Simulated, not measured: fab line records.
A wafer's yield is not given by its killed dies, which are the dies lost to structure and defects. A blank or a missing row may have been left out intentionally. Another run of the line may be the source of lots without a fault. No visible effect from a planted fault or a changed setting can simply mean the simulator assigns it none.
Matching of chambers | flow sky130 | 4 sister chambers for SKY_METAL3_ETCH_17 on rie_diel-03
The step etches SiO2 in C4F8/O2/Ar, stops on TiN, time 3.9 s, target depth 15 nm. 18 wafers are shown with their chamber, then 9 later ones without.

## WAFERS WITH THEIR CHAMBER
wafer  | chamber | oes_product_au (a.u.) | chamber_pressure_mTorr (mTorr)
L081.3 | 1       | 0.759                 | 39.92
L081.4 | 3       | 0.747                 | 39.99
L081.5 | 3       | 0.759                 | 39.91
L082.1 | 3       | 0.756                 | 40.03
L082.4 | 1       | 0.771                 | 39.97
L082.6 | 1       | 0.763                 | 40.02
L085.1 | 0       | 0.752                 | 39.96
L085.2 | 2       | 0.743                 | 39.97
L085.4 | 1       | 0.764                 | 40.04
L086.1 | 1       | 0.752                 | 40.03
L086.2 | 0       | 0.751                 | 40.03
L086.3 | 3       | 0.747                 | 40.04
L089.2 | 3       | 0.754                 | 40.01
L089.5 | 2       | 0.760                 | 39.97
L089.6 | 1       | 0.759                 | 40.00
L090.1 | 1       | 0.756                 | 39.95
L090.2 | 3       | 0.759                 | 40.02
L090.3 | 2       | 0.742                 | 39.99

SIGNATURES, as means of the wafers listed above
reading                | chamber 0 | chamber 1 | chamber 2 | chamber 3 | scatter within a chamber
oes_product_au         | 0.75150   | 0.76057   | 0.74833   | 0.75367   | 0.00645
chamber_pressure_mTorr | 39.9950   | 39.9900   | 39.9767   | 40.0000   | 0.043
Rule: a wafer lies at a distance from a chamber equal to the root of the sum of squares, over the readings, of (its reading less the chamber's mean, divided by the reading's scatter). If the next closest chamber is less than 2 further off than the closest, the wafer can't be placed; otherwise it belongs to the closest. The scatter: the root of (the sum of the squares of (reading less its chamber's mean) over the shown wafers, divided by (wafers less chambers)).

## WAFERS WITHOUT THEIR CHAMBER
wafer  | oes_product_au (a.u.) | chamber_pressure_mTorr (mTorr)
L091.1 | 0.752                 | 40.01
L091.5 | 0.757                 | 40.05
L091.6 | 0.761                 | 40.03
L094.1 | 0.766                 | 39.97
L094.2 | 0.757                 | 39.97
L094.3 | 0.756                 | 40.02
L096.3 | 0.751                 | 40.05
L096.4 | 0.758                 | 39.99
L096.5 | 0.752                 | 40.00

## EACH ONE'S CHAMBER
wafer  | from the rows above               | in truth
L091.1 | can't be placed: 3 or 0 or 2 or 1 | 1
L091.5 | can't be placed: 3 or 1 or 0 or 2 | 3
L091.6 | can't be placed: 1 or 3 or 0 or 2 | 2
L094.1 | can't be placed: 1 or 3 or 0 or 2 | 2
L094.2 | can't be placed: 1 or 3 or 0 or 2 | 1
L094.3 | can't be placed: 3 or 0 or 1 or 2 | 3
L096.3 | can't be placed: 3 or 0 or 2 or 1 | 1
L096.4 | can't be placed: 1 or 3 or 0 or 2 | 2
L096.5 | can't be placed: 0 or 3 or 2 or 1 | 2
0 of 9 placed correctly. Not placeable from these rows: 9 (in 9, the candidates include the true chamber). Wrongly placed: 0.
